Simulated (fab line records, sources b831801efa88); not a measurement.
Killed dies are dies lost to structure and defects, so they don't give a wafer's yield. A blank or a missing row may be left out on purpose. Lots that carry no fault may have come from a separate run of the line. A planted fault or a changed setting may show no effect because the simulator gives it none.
Which tool is to blame? -- flow gf180mcu -- 6 lots with 18 wafers sampled at 2 steps, on a route of 602 steps

## WHAT EACH GAUGE READ, for each wafer
GF_STI_THK_MEAS_24.
lot,measured,on,STI_CVD_23_THK (nm)
L676,day 2 15:52,film metro-04,640 655 640
L679,day 3 07:42,film metro-01,657 646 652
L684,day 4 06:28,film metro-03,634 643 635
L690,day 5 13:29,film metro-01,653 647 644
L692,day 6 01:04,film metro-03,650 642 646
L697,day 7 01:57,film metro-04,660 658 656

## TOOL THAT RAN EACH LOT (tool first, then ch and the chambers of the sampled wafers, then the start)
lot,GF_STI_STRIP_15
L676,"plasma asher-02 ch 0,1, day 2 12:02"
L679,"plasma asher-04 ch 0,1, day 3 05:57"
L684,"plasma asher-04 ch 0,1, day 4 04:34"
L690,"plasma asher-04 ch 0,1, day 5 11:43"
L692,"plasma asher-04 ch 0,1, day 5 22:31"
L697,"plasma asher-02 ch 0,1, day 7 00:14"
- GF_STI_STRIP_15: strips in O2/N2.

## THE ANSWER, worked out from the rows above alone
Rule: the usual values come from the lots themselves. Put in order of their means at a reading, lots are off if they are a third of the lots or fewer, leave a main group of 4 or more, and stand apart from it by a gap of 3 or more times the standard deviation of the main group's means; of several such gaps the widest counts. Not used: any main group whose means are identical at the precision the tables above print for the reading. Also off: a lot with no number at a reading for which 4 or more lots have one. Where the step has rows for the other lots, those lots are counted as sound.
Across all readings shown, no lot is off: no conclusion can be drawn from this.

## WHAT THE SIMULATOR HAD PUT IN
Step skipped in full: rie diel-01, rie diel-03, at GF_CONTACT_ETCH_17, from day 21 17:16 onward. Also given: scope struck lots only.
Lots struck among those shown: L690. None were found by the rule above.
